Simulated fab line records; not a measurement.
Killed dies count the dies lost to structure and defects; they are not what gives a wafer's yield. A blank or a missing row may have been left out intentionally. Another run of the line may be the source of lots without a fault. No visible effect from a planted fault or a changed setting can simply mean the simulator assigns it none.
fab line records	flow sky130
record: lots: 7	wafers: 21	last-day: 49
route steps=708 shown PWDE@48 NWELL@56 PAD_OPEN@708
lots untouched by any fault: they come from a run of this same line in which no faults occurred
start-h: hours from the record's opening day to when the first of the lot's shown wafers began	wait-h: time in hours since the lot's previous step	" identical to the entry in the row above	L1.1+2: a single row standing in for several wafers	- no value present, or no start provided	* or withheld: withheld	< > ~ a bound
route shown NAME@n: a module of which the file shows steps, and the number in the route of the first	usual: mean/standard deviation of fault-free wafers	same: alike in all rows	chamber/n: place in a boat	sites: per-site readings	_std_site: standard deviation across them	_edge_site: outer sites' mean less inner sites'	radius-mm: how far each site lies from the wafer's centre	mask NAME#n: copy n	behind: the last tool/chamber to shape the wafer	hold: why the lot went on hold/how many hours it stayed there/how the hold came to an end	device: transistor that didn't switch, given as n, p or np	end of line: the same wafers' tests at the end of the route	a step without rows: its recipe alone	killed: dies that structure and defects cost at the first sort, which is not the same as the wafer's yield	map: the dies of a wafer, with x for killed, . for not killed, _ for no die there
set.NAME: the run value of the setting; set.NAME@STEP: its run value at that earlier step	model.NAME: the simulator's own value behind a step, which no gauge read
lots at some steps of the route; a table a step, a row a wafer
services: a tool's chamber out of use, with start hour (start-h, from the record's first day; less than 0 if before it), hours out, and reason
== steps ==
step: SKY_PWDE_SOFTBAKE_03
recipe: temp-c: 110	time-s: withheld
step: SKY_PWDE_EXPOSE_04
recipe: mask-id: PWDEM	na: 0.6	source-shape: conventional	sigma-outer: 0.6	polarization: unpolarized	target-cd-nm: 840	dose-mj: 214
step: SKY_PWDE_PEB_05
recipe: temp-c: 115	time-s: withheld
step: SKY_PWDE_DEVELOP_06
recipe: wall-angle-deg: 90	developer: TMAH	develop-time-s: 60	dev-temp-c: 23
step: SKY_PWDE_OVL_MEAS_07
usual: PWDE_OVL: 1.2/1.5
lot.wafer	tool	chamber	start-h	wait-h	PWDE_OVL[nm]
L991.3	overlay-01	-	101.86	-	3.2
L991.5	"	-	"	"	2.3
L991.6	"	-	"	"	1.9
L994.1	overlay-01	-	117.10	-	-1.0
L994.2	"	-	"	"	-1.0
L994.3	"	-	"	"	-1.7
L995.1	overlay-01	-	121.90	-	2.3
L995.2	"	-	"	"	3.4
L995.4	"	-	"	"	4.6
L997.2	overlay-02	-	138.80	-	2.9
L997.4	"	-	"	"	0.5
L997.5	"	-	"	"	2.5
L999.1	overlay-01	-	146.35	-	1.1
L999.2	"	-	"	"	-0.7
L999.3	"	-	"	"	1.2
L101.3	overlay-02	-	157.66	-	3.2
L101.4	"	-	"	"	1.0
L101.6	"	-	"	"	-1.6
L104.1	overlay-01	-	173.90	-	2.5
L104.3	"	-	"	"	1.4
L104.4	"	-	"	"	2.1
step: SKY_PWDE_IMPLANT_08
recipe: species: B	energy-kev: 152.2	dose-cm2: 3.6e+12	tilt-deg: withheld
step: SKY_PWDE_STRIP_09
recipe: chemistry: O2/N2	power-w: 1400	pressure-mtorr: 1500	platen-temp-c: withheld	o2-flow-sccm: 3000	n2-flow-sccm: 300	overash-fraction: 0.5
usual: drypump-motor-current-A: 5.5/0.48	oes-product-au: 0.722/0.0042	strip-time-to-endpoint-s: 36.94/0.095
lot.wafer	tool	chamber	start-h	wait-h	drypump-motor-current-A	oes-product-au	rf-hours-counter-h	strip-time-to-endpoint-s
L991.3	plasma-asher-01	0	102.07	0.1	5.4	0.721	-	36.99
L991.5	"	1	"	"	5.5	0.724	-	36.89
L991.6	"	0	"	"	5.4	0.733	-	37.03
L994.1	plasma-asher-02	0	117.28	0.1	5.9	0.723	44	36.89
L994.2	"	1	"	"	4.7	0.718	44	36.93
L994.3	"	1	"	"	4.7	0.720	-	36.91
L995.1	plasma-asher-03	0	122.08	0.1	6.0	0.729	45	36.95
L995.2	"	1	"	"	5.6	0.722	45	36.96
L995.4	"	1	"	"	5.6	0.723	-	37.05
L997.2	plasma-asher-02	1	138.98	0.1	4.7	0.729	46	36.96
L997.4	"	0	"	"	5.8	0.728	-	36.89
L997.5	"	1	"	"	4.7	0.730	-	36.89
L999.1	plasma-asher-03	0	146.53	0.1	6.0	0.723	47	36.93
L999.2	"	1	"	"	5.6	0.728	47	37.02
L999.3	"	1	"	"	5.6	0.718	-	36.92
L101.3	plasma-asher-02	1	157.86	0.1	4.7	0.721	-	36.85
L101.4	"	0	"	"	5.9	0.725	-	36.75
L101.6	"	0	"	"	5.9	0.722	-	36.86
L104.1	plasma-asher-03	0	174.09	0.1	6.0	0.730	50	36.92
L104.3	"	1	"	"	5.5	0.724	-	36.96
L104.4	"	0	"	"	6.0	0.719	-	37.08
step: SKY_PWDE_TW_MEAS_10
usual: PWDE_TW: 374.4/2.3
lot.wafer	tool	chamber	start-h	wait-h	PWDE_TW
L991.3	film-metro-02	-	102.15	0.1	372.5
L991.5	"	-	"	"	371.9
L991.6	"	-	"	"	371.5
L994.1	film-metro-04	-	117.38	0.1	376.8
L994.2	"	-	"	"	378.2
L994.3	"	-	"	"	378.6
L995.1	film-metro-02	-	122.18	0.1	376.5
L995.2	"	-	"	"	375.3
L995.4	"	-	"	"	376.0
L997.2	film-metro-04	-	139.09	0.1	376.3
L997.4	"	-	"	"	378.4
L997.5	"	-	"	"	376.0
L999.1	film-metro-03	-	146.63	0.1	371.5
L999.2	"	-	"	"	372.9
L999.3	"	-	"	"	372.4
L101.3	film-metro-04	-	157.95	0.1	373.2
L101.4	"	-	"	"	373.4
L101.6	"	-	"	"	373.4
L104.1	film-metro-04	-	174.19	0.1	376.3
L104.3	"	-	"	"	374.8
L104.4	"	-	"	"	376.9
step: SKY_NWELL_DEHYDRATE_03
recipe: temp-c: 200	time-s: 60
step: SKY_NWELL_HMDS_04
recipe: prime-time-s: 60	prime-temp-c: 120
step: SKY_NWELL_COAT_05
recipe: spin-rpm: 2000	resist-thk-nm: 3000
step: SKY_NWELL_SOFTBAKE_06
recipe: temp-c: 110	time-s: withheld
step: SKY_NWELL_EXPOSE_07
recipe: mask-id: NWM	na: 0.6	source-shape: conventional	sigma-outer: 0.6	polarization: unpolarized	target-cd-nm: 840	dose-mj: 255
usual: exposure-dose-mJ-cm2: 255.11/0.23
lot.wafer	tool	chamber	start-h	wait-h	mask	exposure-dose-mJ-cm2
L991.3	iline-stepper-01	0	111.18	-	NWM#0	254.58
L991.5	"	0	"	"	NWM#0	254.71
L991.6	"	0	"	"	NWM#0	254.58
L994.1	iline-stepper-02	0	127.05	-	NWM#0	255.13
L994.2	"	0	"	"	NWM#0	255.38
L994.3	"	0	"	"	NWM#0	255.20
L995.1	iline-stepper-01	0	131.69	-	NWM#0	288.05
L995.2	"	0	"	"	NWM#0	288.07
L995.4	"	0	"	"	NWM#0	288.06
L997.2	iline-stepper-01	0	148.94	-	NWM#0	288.04
L997.4	"	0	"	"	NWM#0	287.79
L997.5	"	0	"	"	NWM#0	288.34
L999.1	iline-stepper-01	0	156.45	-	NWM#0	287.90
L999.2	"	0	"	"	NWM#0	288.35
L999.3	"	0	"	"	NWM#0	288.31
L101.3	iline-stepper-02	0	168.16	-	NWM#0	255.23
L101.4	"	0	"	"	NWM#0	255.07
L101.6	"	0	"	"	NWM#0	255.36
L104.1	iline-stepper-02	0	185.51	-	NWM#0	255.27
L104.3	"	0	"	"	NWM#0	255.57
L104.4	"	0	"	"	NWM#0	255.08
step: SKY_NWELL_PEB_08
recipe: temp-c: 115	time-s: withheld
step: SKY_PAD_OPEN_PROBE_99
usual: killed_at_M0_to_M3: 44/7.1	killed_at_M4_up: 3.1/1.9	killed-at-contacts: 25/5.8	killed-at-front-end: 16/4.5	killed-at-other: 0.3/0.52	killed-dies: 88/9.1	killed-on-rim: 17/4	killed-open: 48/6.8	killed-short: 39/5.8
same: gross-dies: 492	killed-at-back-side: 0
lot.wafer	tool	chamber	start-h	wait-h	killed_at_M0_to_M3	killed_at_M4_up	killed-at-contacts	killed-at-front-end	killed-at-other	killed-dies	killed-on-rim	killed-open	killed-short	model.etest.res-nwell.width-nm	model.etest.res-iso-pwell.width-nm
L991.3	prober-01	-	1132.25	0.2	34	3	16	16	0	69	16	35	34	849.2	2654
L991.5	prober-01	-	1132.35	0.2	49	1	19	12	1	82	17	43	38	847.8	2641
L991.6	prober-01	-	1132.40	0.2	51	6	17	12	0	86	18	47	39	849.1	2629
L994.1	prober-01	-	1137.02	0.1	58	8	32	13	0	111	21	54	57	849.2	2629
L994.2	prober-01	-	1137.07	0.1	59	4	26	14	0	103	22	51	50	851.3	2625
L994.3	prober-01	-	1137.12	0.2	44	8	18	7	0	77	16	41	35	842.3	2635
L995.1	prober-01	-	1139.30	0.1	40	6	31	21	0	98	21	49	49	872.5	2632
L995.2	prober-01	-	1139.35	0.1	46	3	34	12	0	95	14	49	46	871.7	2622
L995.4	prober-01	-	1139.45	0.2	38	1	37	12	0	88	15	47	41	874.2	2626
L997.2	prober-01	-	1148.01	0.1	42	3	31	15	0	91	15	56	35	861.5	2638
L997.4	prober-01	-	1148.11	0.2	28	2	15	31	0	76	16	37	39	866.1	2650
L997.5	prober-01	-	1148.16	0.2	37	1	24	18	0	80	18	45	35	860	2639
L999.1	prober-02	-	1157.66	0.1	49	3	23	16	0	91	14	49	41	865.1	2631
L999.2	prober-02	-	1157.71	0.1	42	3	31	17	0	93	18	49	44	865.5	2642
L999.3	prober-02	-	1157.76	0.2	36	4	26	25	1	92	16	49	42	864.4	2641
L101.3	prober-01	-	1168.33	0.2	34	5	23	17	0	79	16	37	42	837.6	2645
L101.4	prober-01	-	1168.38	0.2	36	2	35	12	1	86	15	49	37	839.6	2631
L101.6	prober-01	-	1168.48	0.2	40	1	43	11	0	95	17	47	47	835.3	2655
L104.1	prober-02	-	1178.16	0.1	43	2	17	14	0	76	18	42	34	835.4	2655
L104.3	prober-02	-	1178.26	0.2	42	3	24	9	0	78	10	48	30	828.5	2656
L104.4	prober-02	-	1178.31	0.2	49	4	26	22	0	101	18	59	42	826.7	2656
killed by level:class
L991.3 VIA1:geometric-particle:open=8 CONTACT:geometric-particle:open=6 VIA3:geometric-particle:open=6 VIA1:geometric-particle:short=5 FIELD_ISO:geometric-particle:open=4 METAL1:geometric-particle:short=4 METAL3:geometric-particle:short=4 FIELD_ISO:geometric-particle:short=3
L991.5 VIA1:geometric-particle:open=13 VIA1:geometric-particle:short=8 CONTACT:geometric-particle:open=7 METAL1:geometric-particle:short=7 LI_CONTACT:geometric-particle:open=6 METAL2:geometric-particle:short=5 VIA2:geometric-particle:short=5 FIELD_ISO:geometric-particle:open=4
L991.6 VIA1:geometric-particle:open=10 VIA3:geometric-particle:open=8 CONTACT:geometric-particle:open=7 METAL1:geometric-particle:short=7 VIA2:geometric-particle:open=7 METAL2:geometric-particle:short=6 LOCAL_INTERCONNECT:geometric-particle:short=5 POLY_GATE:geometric-particle:open=3
L994.1 CONTACT:geometric-particle:open=15 METAL1:geometric-particle:short=10 VIA1:geometric-particle:open=9 METAL2:geometric-particle:short=8 CONTACT:geometric-particle:short=8 VIA2:geometric-particle:open=8 METAL4:geometric-particle:short=6 VIA3:geometric-particle:short=6
L994.2 VIA1:geometric-particle:open=15 CONTACT:geometric-particle:open=8 METAL3:geometric-particle:short=8 METAL2:geometric-particle:short=7 VIA3:geometric-particle:open=6 LOCAL_INTERCONNECT:geometric-particle:short=6 METAL1:geometric-particle:short=6 VIA1:geometric-particle:short=6
L994.3 VIA1:geometric-particle:open=10 VIA2:geometric-particle:open=8 VIA3:geometric-particle:open=7 METAL1:geometric-particle:short=5 METAL4:geometric-particle:short=5 LOCAL_INTERCONNECT:geometric-particle:short=4 LI_CONTACT:geometric-particle:open=4 METAL2:geometric-particle:short=4
L995.1 VIA1:geometric-particle:open=12 CONTACT:geometric-particle:open=10 LOCAL_INTERCONNECT:geometric-particle:short=8 FIELD_ISO:geometric-particle:short=7 LI_CONTACT:geometric-particle:open=5 CONTACT:geometric-particle:short=4 VIA1:geometric-particle:short=4 METAL2:geometric-particle:short=4
L995.2 VIA1:geometric-particle:open=12 CONTACT:geometric-particle:open=12 CONTACT:geometric-particle:short=6 METAL1:geometric-particle:short=6 POLY_GATE:geometric-particle:short=5 LI_CONTACT:geometric-particle:short=5 LI_CONTACT:geometric-particle:open=5 VIA2:geometric-particle:open=5
L995.4 LOCAL_INTERCONNECT:geometric-particle:short=11 CONTACT:geometric-particle:open=11 VIA1:geometric-particle:open=11 CONTACT:geometric-particle:short=7 VIA1:geometric-particle:short=7 POLY_GATE:geometric-particle:open=5 LI_CONTACT:geometric-particle:open=4 LOCAL_INTERCONNECT:geometric-particle:open=4
L997.2 VIA1:geometric-particle:open=13 CONTACT:geometric-particle:open=12 LI_CONTACT:geometric-particle:open=9 VIA2:geometric-particle:open=6 CONTACT:geometric-particle:short=5 VIA3:geometric-particle:open=5 FIELD_ISO:geometric-particle:open=4 POLY_GATE:geometric-particle:open=4
L997.4 VIA1:geometric-particle:open=10 FIELD_ISO:geometric-particle:short=8 POLY_GATE:geometric-particle:short=7 POLY_GATE:geometric-particle:open=6 VIA3:geometric-particle:open=5 FIELD_ISO:geometric-particle:open=4 VIA1:geometric-particle:short=4 SPACER:geometric-particle:short=4
L997.5 METAL2:geometric-particle:short=10 CONTACT:geometric-particle:open=8 VIA1:geometric-particle:open=6 VIA2:geometric-particle:open=6 LI_CONTACT:geometric-particle:open=5 LOCAL_INTERCONNECT:geometric-particle:short=5 VIA3:geometric-particle:open=5 FIELD_ISO:geometric-particle:open=4
L999.1 VIA1:geometric-particle:open=14 VIA3:geometric-particle:open=7 LI_CONTACT:geometric-particle:open=6 LOCAL_INTERCONNECT:geometric-particle:short=6 CONTACT:geometric-particle:open=6 VIA1:geometric-particle:short=6 FIELD_ISO:geometric-particle:short=5 METAL1:geometric-particle:short=5
L999.2 CONTACT:geometric-particle:open=10 CONTACT:geometric-particle:short=9 LI_CONTACT:geometric-particle:open=7 VIA3:geometric-particle:open=7 VIA1:geometric-particle:open=7 FIELD_ISO:geometric-particle:short=6 METAL1:geometric-particle:short=5 METAL2:geometric-particle:short=5
L999.3 FIELD_ISO:geometric-particle:open=11 VIA1:geometric-particle:open=9 LI_CONTACT:geometric-particle:open=8 CONTACT:geometric-particle:open=7 METAL1:geometric-particle:short=6 FIELD_ISO:geometric-particle:short=5 METAL2:geometric-particle:short=4 POLY_GATE:geometric-particle:short=4
L101.3 VIA1:geometric-particle:open=10 CONTACT:geometric-particle:open=7 VIA1:geometric-particle:short=7 LI_CONTACT:geometric-particle:open=6 LI_CONTACT:geometric-particle:short=5 VIA2:geometric-particle:open=5 FIELD_ISO:geometric-particle:short=4 POLY_GATE:geometric-particle:short=4
L101.4 CONTACT:geometric-particle:open=12 LI_CONTACT:geometric-particle:open=12 VIA1:geometric-particle:open=11 METAL2:geometric-particle:short=8 LOCAL_INTERCONNECT:geometric-particle:short=5 FIELD_ISO:geometric-particle:short=4 METAL1:geometric-particle:short=4 LI_CONTACT:geometric-particle:short=3
L101.6 CONTACT:geometric-particle:open=13 VIA1:geometric-particle:open=9 LOCAL_INTERCONNECT:geometric-particle:short=8 LI_CONTACT:geometric-particle:open=7 CONTACT:geometric-particle:short=7 VIA1:geometric-particle:short=6 FIELD_ISO:geometric-particle:short=5 LI_CONTACT:geometric-particle:short=5
L104.1 CONTACT:geometric-particle:open=8 METAL1:geometric-particle:short=8 VIA1:geometric-particle:open=7 VIA3:geometric-particle:open=7 METAL2:geometric-particle:short=6 CONTACT:geometric-particle:short=5 VIA2:geometric-particle:open=5 FIELD_ISO:geometric-particle:short=4
L104.3 CONTACT:geometric-particle:open=11 VIA1:geometric-particle:open=8 VIA2:geometric-particle:open=8 LI_CONTACT:geometric-particle:open=6 LI_CONTACT:geometric-particle:short=5 METAL1:geometric-particle:short=5 VIA3:geometric-particle:open=4 METAL1:geometric-particle:open=3
L104.4 CONTACT:geometric-particle:open=9 LI_CONTACT:geometric-particle:open=8 VIA1:geometric-particle:open=7 VIA3:geometric-particle:open=7 VIA2:geometric-particle:open=6 FIELD_ISO:geometric-particle:short=5 POLY_GATE:geometric-particle:open=5 METAL1:geometric-particle:short=5
== services ==
tool	chamber	start-h	hours	kind
plasma-asher-01	-	108.75	9.0	pm
plasma-asher-01	0	108.75	9.0	vent-cycle
plasma-asher-01	1	108.75	9.0	vent-cycle
iline-stepper-02	0	109.02	-	calibration
plasma-asher-01	0	117.75	-	clean
plasma-asher-01	1	117.75	-	clean
plasma-asher-03	-	142.41	2.2	repair
iline-stepper-01	-	156.78	1.7	pm
== key ==
first-sign: step: SKY_NWELL_EXPOSE_07	reading: exposure-dose-mJ-cm2	direction: up	sigmas: 99+	usual: *	struck: *
effect none on later readings
model-effect: step: SKY_PAD_OPEN_PROBE_99	value: etest.res-nwell.width-nm	without: 832.5	struck: 866.8
met-at SKY_NWELL_EXPOSE_07
struck-wafers L995.1,L995.2,L995.4,L997.2,L997.4,L997.5,L999.1,L999.2,L999.3
tester-left-out L995,L997,L999
onset-between 111.18 131.69
fault: kind: process-parameter-drift	tool: iline-stepper-01	chamber: -	onset-h: 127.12	steps: SKY_NWELL_EXPOSE_07	channel: dose-mj	offset: 32.91	shape: step	acts-in: these-recipes-only	stated: 255
tester-left-out: of these lots the tester's yield and bins aren't shown, on N5 and GAA mostly nor the transistor test; their killed dies are dies lost to structure and defects alone, not to doping, threshold or leakage, so they don't give the yield
